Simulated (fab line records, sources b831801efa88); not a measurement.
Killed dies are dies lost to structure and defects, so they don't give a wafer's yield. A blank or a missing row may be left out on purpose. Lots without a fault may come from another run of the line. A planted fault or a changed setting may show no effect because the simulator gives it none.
A struck lot beside a sound one | flow sfq_line | 28 steps out of a route of 325
Sound: wafers L184.4, L184.5, L184.6. Struck: wafer L191.6. (L191.4 of the same lot was not struck and is left out.) The cause comes at the end.
At each step with rows: each side's tool, then ch and its chambers, then its first start. Under that, the readings that differ: sound wafers | struck wafers | difference of the means | sigmas: that difference in standard deviations of wafers without a fault.
alike: readings whose means differ by less than 2 such deviations, and words and numbers that are the same on both sides. not compared: withheld readings, readings that some wafer has no value for, bounds like >300 that may hide the same value, and numbers for which the record gives no deviation and whose values overlap.
The two part at a step that has a row with sigmas, a row that says differs or no value, or rows on one side only. Numbers that don't overlap but have no deviation are shown without sigmas and don't part them. A reading that every wafer of one side lacks parts them only if that side has two wafers or more.

first, 6 steps without rows for these wafers: SFQ_TRILAYER_M1_LITHO_COAT_044 (resist thk 62 nm); SFQ_TRILAYER_M1_LITHO_COAT_039 (resist thk 600 nm); SFQ_TRILAYER_M1_LITHO_SOFTBAKE_043; SFQ_TRILAYER_M1_LITHO_EXPOSE_040 (exposes mask M1, target cd 500 nm); SFQ_TRILAYER_M1_LITHO_PEB_042 (peb time 60 s); SFQ_TRILAYER_M1_LITHO_DEVELOP_041 (time 60 s).
SFQ_M1_OVL_MEAS_911:
  sound on overlay-02, day 15 11:34; struck on overlay-02, day 18 09:23
  alike: M1_OVL
SFQ_TRILAYER_M1_BARC_OPEN_METAL_ETCH_054: etches BARC in O2, target depth 125 nm, time 41.7 s.
  sound on rie_metal-01 ch 0,1, day 15 11:36; struck on rie_metal-01 ch 1, day 18 09:25
  alike: drypump_motor_current_A, oes_product_au
  not compared: rf_hours_counter_h
SFQ_TRILAYER_M1_ETCH_METAL_ETCH_042: etches Nb in Cl2/Ar, stops on SiO2, target depth 240 nm, time 120 s.
  sound on rie_metal-01 ch 0,1, day 15 11:41; struck on rie_metal-01 ch 1, day 18 09:30
  alike: drypump_motor_current_A, oes_product_au
  not compared: rf_hours_counter_h
SFQ_TRILAYER_M1_STRIP_STRIP_043: strips in O2.
  sound on rie_metal-01 ch 0,1, day 15 11:58; struck on rie_metal-01 ch 1, day 18 09:47
  reading               | sound             | struck | difference | sigmas
  oes_product_au (a.u.) | 1.004 1.005 1.006 | 0.982  | -0.023     | -3
  alike: drypump_motor_current_A, platen_temp_c
  not compared: rf_hours_counter_h
then, 2 steps without rows for these wafers: SFQ_TRILAYER_M1_STRIP_SOLV_CLEAN_044 (cleans in NMP, time 600 s); SFQ_TRILAYER_I1_DEP_PECVD_045 (deposits SiO2 from SiH4/N2O, time 111.11 s, target thk 500 nm).
SFQ_TRILAYER_I1_CMP_CMP_046: polishes SiO2.
  sound on cmp-02 ch 2,3, day 16 00:49; struck on cmp-01 ch 3, day 18 12:26
  reading                                             | sound             | struck | difference | sigmas
  model.SiO2_of_TRILAYER_I1_DEP_PECVD_045.thk_nm (nm) | 200.1 200.4 199.8 | 215.3  | +15.2      |
  alike: motor_current_A, platen_rpm, retaining_ring_pressure_frac, slurry_flow_ml_min, time_to_endpoint_s
SFQ_I1_BOW_MEAS_912:
  sound on film_metro-04, day 16 03:53; struck on film_metro-01, day 18 13:30
  alike: I1_BOW
SFQ_TRILAYER_I1_METRO_MEASURE_047:
  sound on film_metro-04, day 16 04:32; struck on film_metro-01, day 18 14:10
  reading     | sound             | struck | difference | sigmas
  thk_nm (nm) | 200.0 200.6 199.8 | 215.1  | +15.0      | +21
then, 6 steps without rows for these wafers: SFQ_TRILAYER_I1_VIA_LITHO_COAT_054 (resist thk 62 nm); SFQ_TRILAYER_I1_VIA_LITHO_COAT_049 (resist thk 650 nm); SFQ_TRILAYER_I1_VIA_LITHO_SOFTBAKE_053; SFQ_TRILAYER_I1_VIA_LITHO_EXPOSE_050 (exposes mask I1, target cd 500 nm); SFQ_TRILAYER_I1_VIA_LITHO_PEB_052 (peb time 60 s); SFQ_TRILAYER_I1_VIA_LITHO_DEVELOP_051 (time 60 s).
-- the record jumps here: 7 days lie between the struck wafers' starts before and after --
SFQ_I1_OVL_MEAS_913:
  sound on overlay-02, day 22 15:23; struck on overlay-01, day 25 05:11
  alike: I1_OVL
then, 1 step without rows for these wafers: SFQ_TRILAYER_I1_VIA_BARC_OPEN_VIA_ETCH_071 (etches BARC in O2, target depth 125 nm, time 41.7 s).
SFQ_TRILAYER_I1_VIA_ETCH_VIA_ETCH_052: etches SiO2 in CHF3, stops on Nb, target depth 260 nm.
  sound on rie_diel-03 ch 0,1,2, day 22 15:30; struck on rie_diel-01 ch 3, day 25 05:14
  reading                        | sound             | struck | difference | sigmas
  oes_product_au (a.u.)          | 0.866 0.859 0.855 | 0.888  | +0.028     | +6
  model.I1.feature_depth_nm (nm) | 200.1 200.4 199.8 | 215.3  | +15.2      |
  model.etch.depth_nm (nm)       | 200.1 200.4 199.8 | 215.3  | +15.2      |
  alike: drypump_motor_current_A
SFQ_TRILAYER_I1_VIA_STRIP_STRIP_053: strips in O2.
  sound on rie_metal-04 ch 0,1, day 22 15:46; struck on rie_metal-04 ch 1, day 25 05:34
  alike: drypump_motor_current_A, oes_product_au, platen_temp_c
  not compared: rf_hours_counter_h
then, 1 step without rows for these wafers: SFQ_TRILAYER_I1_VIA_STRIP_SOLV_CLEAN_054 (cleans in NMP, time 600 s).
SFQ_TRILAYER_M2_DEP_PRE_CLEAN_056: time 22.5 s.
  sound on pvd_sputter-03, day 22 16:20; struck on pvd_sputter-03, day 25 06:08
  reading                                             | sound             | struck | difference | sigmas
  model.SiO2_of_TRILAYER_I1_DEP_PECVD_045.thk_nm (nm) | 192.6 192.9 192.3 | 207.8  | +15.2      |
  alike: bias_v
SFQ_TRILAYER_M2_DEP_SPUTTER_055: material Nb, target thk 200 nm, time 133.3 s.
  sound on pvd_sputter-03, day 22 16:22; struck on pvd_sputter-03, day 25 06:10
  alike: resputter_cathode_voltage_v, throttle_valve_pct

WHERE THEY PART
First at SFQ_TRILAYER_M1_STRIP_STRIP_043; last, within this record, at SFQ_TRILAYER_I1_VIA_ETCH_VIA_ETCH_052. Later steps at which nothing parts them and some readings are alike: SFQ_TRILAYER_I1_VIA_STRIP_STRIP_053, SFQ_TRILAYER_M2_DEP_PRE_CLEAN_056, SFQ_TRILAYER_M2_DEP_SPUTTER_055.

WHY: what the simulator had put in
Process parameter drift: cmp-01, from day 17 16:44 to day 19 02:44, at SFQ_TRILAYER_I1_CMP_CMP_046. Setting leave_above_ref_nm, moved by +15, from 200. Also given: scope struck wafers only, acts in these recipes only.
